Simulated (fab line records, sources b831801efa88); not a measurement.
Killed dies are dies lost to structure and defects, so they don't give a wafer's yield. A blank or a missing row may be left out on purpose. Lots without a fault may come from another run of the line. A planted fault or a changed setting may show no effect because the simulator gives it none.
A struck lot beside a sound one | flow sky130 | 15 steps out of a route of 708
Sound: wafers L459.1, L459.2, L459.6. Struck: wafers L454.1, L454.3, L454.5. The cause comes at the end.
At each step with rows: each side's tool, then ch and its chambers, then its first start. Under that, the readings that differ: sound wafers | struck wafers | difference of the means | sigmas: that difference in standard deviations of wafers without a fault.
alike: readings whose means differ by less than 2 such deviations, and words and numbers that are the same on both sides. not compared: withheld readings, readings that some wafer has no value for, bounds like >300 that may hide the same value, and numbers for which the record gives no deviation and whose values overlap.
The two part at a step that has a row with sigmas, a row that says differs or no value, or rows on one side only. Numbers that don't overlap but have no deviation are shown without sigmas and don't part them. A reading that every wafer of one side lacks parts them only if that side has two wafers or more.

first, 1 step without rows for these wafers: SKY_POLY_CUT_DEVELOP_07 (develop time 60 s).
SKY_POLY_CUT_CD_MEAS_08: target cd 270 nm.
  sound on cd_sem-02, day 29 20:31; struck on cd_sem-02, day 28 02:39
  alike: cd_nm
SKY_POLY_CUT_OVL_MEAS_09:
  sound on overlay-01, day 29 20:38; struck on overlay-01, day 28 02:46
  alike: POLY_CUT_OVL
SKY_POLY_CUT_ETCH_10: etches BARC in N2/H2, stops on SiO2, time 45.9 s, target depth 60 nm.
  sound on rie_diel-03 ch 0,1,2, day 29 20:40; struck on rie_diel-01 ch 0,2, day 28 02:48
  alike: drypump_motor_current_A, oes_product_au, rf_fwd_power_W, throttle_valve_pct
  not compared: rf_hours_counter_h
SKY_POLY_CUT_ETCH_11: etches Si3N4 in CF4/CH2F2/Ar, stops on poly-Si, time 42.5 s, target depth 60 nm.
  sound on rie_diel-03 ch 0,1,2, day 29 20:42; struck on rie_diel-01 ch 0,2, day 28 02:51
  reading                | sound                | struck               | difference | sigmas
  throttle_valve_pct (%) | 14.978 14.982 14.974 | 14.994 14.991 15.012 | +0.021     | +2
  alike: drypump_motor_current_A, oes_product_au, rf_fwd_power_W
  not compared: rf_hours_counter_h
SKY_POLY_CUT_STRIP_12: strips in O2/N2.
  sound on plasma_asher-03 ch 0,1, day 29 20:44; struck on plasma_asher-01 ch 0,1, day 28 02:53
  alike: drypump_motor_current_A, oes_product_au, strip_time_to_endpoint_s
  not compared: rf_hours_counter_h
then, 6 steps without rows for these wafers: SKY_SD_P_DEHYDRATE_00 (time 60 s); SKY_SD_P_HMDS_01 (prime time 60 s); SKY_SD_P_COAT_02 (resist thk 1140 nm); SKY_SD_P_SOFTBAKE_03 (time 60 s); SKY_SD_P_EXPOSE_04 (exposes mask PSDM, target cd 380 nm); SKY_SD_P_PEB_05.
SKY_SD_P_DEVELOP_06: develop time 60 s.
  sound on litho_track-02 ch 0, day 31 00:26; struck on litho_track-04 ch 0, day 29 06:56
  alike: resist_line_temp_C
SKY_SD_P_CD_MEAS_07: target cd 380 nm.
  sound on cd_sem-02, day 31 00:35; struck on cd_sem-02, day 29 07:22
  reading    | sound             | struck            | difference | sigmas
  cd_nm (nm) | 377.8 378.7 377.2 | 277.2 278.1 274.5 | -101.3     | -51
  not compared: hold
SKY_PAD_OPEN_PROBE_99:
  the record has rows for the sound wafers here (prober-02, day 49 16:40) and none for the struck ones

WHERE THEY PART
First at SKY_POLY_CUT_ETCH_11; last, within this record, at SKY_PAD_OPEN_PROBE_99.

WHY: what the simulator had put in
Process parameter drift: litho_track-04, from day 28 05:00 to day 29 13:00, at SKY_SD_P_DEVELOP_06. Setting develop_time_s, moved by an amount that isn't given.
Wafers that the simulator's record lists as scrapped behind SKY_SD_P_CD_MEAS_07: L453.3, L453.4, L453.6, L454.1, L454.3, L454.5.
